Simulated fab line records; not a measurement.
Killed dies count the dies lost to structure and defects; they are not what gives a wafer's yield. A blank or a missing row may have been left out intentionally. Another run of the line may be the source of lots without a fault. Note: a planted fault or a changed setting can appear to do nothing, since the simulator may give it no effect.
Struck lot and sound lot, side by side / flow sky130 / 14 out of 708 route steps
Sound: these wafers, L360.2, L360.5, L360.6. Wafers L350.2, L350.3, L350.5 were the ones struck. Last of all comes the cause.
Per side, at each step with rows, come the tool, then ch with its chambers, and then its first start. Under that, the readings that differ: sound wafers / struck wafers / difference of the means / sigmas: that difference in standard deviations of wafers without a fault.
alike: words and numbers the same on both sides, and readings whose means are apart by under 2 such deviations; not compared: readings that were withheld, readings missing a value for some wafer, numbers with overlapping values and no deviation given by the record, and bounds like >300 which may hide the same value.
The two part at a step that has a row with sigmas, a row that says differs or no value, or rows on one side only. Numbers that have no deviation but don't overlap get no sigmas and don't part them. Lack of a reading on every wafer of one side parts them only where that side has two or more wafers.

SKY_METAL4_SPUTTER_04: material TiN, target thk 70 nm, time 58.3 s.
  sound on pvd-sputter-01, day 45 03:49; struck on pvd-sputter-02, day 42 19:50
  alike: throttle-valve-pct
SKY_CAP2M_CVD_00: deposits SiO2, target thk 15.5 nm.
  sound on pecvd-04 ch 1,2, day 45 03:52; struck on pecvd-02 ch 1,2, day 42 19:53
  alike: heater-power-w
SKY_CAP2M_THK_MEAS_01:
  sound on film-metro-04, day 45 03:54; struck on film-metro-03, day 42 19:56
  alike: CAP2M_CVD_00_THK
SKY_CAP2M_SPUTTER_02: material TiN, target thk 200 nm, time 166.7 s.
  sound on pvd-sputter-03, day 45 03:57; struck on pvd-sputter-03, day 42 19:59
  alike: throttle-valve-pct
SKY_CAP2M_RS_MEAS_03: measures by four-point-probe.
  sound on film-metro-02, day 45 04:05; struck on film-metro-02, day 42 20:06
  alike: CAP2M_TIN_RS
SKY_CAP2M_THK_MEAS_04: measures by xrf.
  sound on film-metro-02, day 45 04:11; struck on film-metro-02, day 42 20:13
  alike: CAP2M_TIN_THK
then, 6 steps without rows for these wafers: SKY_CAP2M_DEHYDRATE_05 (time 60 s); SKY_CAP2M_HMDS_06 (prime time 60 s); SKY_CAP2M_COAT_07 (resist thk 1140 nm); SKY_CAP2M_SOFTBAKE_08 (time 60 s); SKY_CAP2M_EXPOSE_09 (exposes mask CAP2M, target cd 1000 nm); SKY_CAP2M_PEB_10.
SKY_CAP2M_DEVELOP_11: develop time 60 s.
  struck on litho-track-02, day 43 19:14; sound on litho-track-02 ch 0, day 46 01:08
  no value came back on the struck wafers for chill-plate-temp-C (C), develop-time-s (s); on the sound wafers chill-plate-temp-C (C) reads 22.87 23.02 22.95
SKY_CAP2M_OVL_MEAS_12:
  sound on overlay-01, day 46 01:16; struck on overlay-01, day 43 19:22
reading=CAP2M_OVL (nm); sound=-3.1 -3.0 -3.6; struck=- - -; difference=no value on the struck wafers; sigmas=

== WHERE THEY PART ==
Earliest at SKY_CAP2M_DEVELOP_11; latest, in this record, at SKY_CAP2M_OVL_MEAS_12.

WHY: whatever the simulator had introduced
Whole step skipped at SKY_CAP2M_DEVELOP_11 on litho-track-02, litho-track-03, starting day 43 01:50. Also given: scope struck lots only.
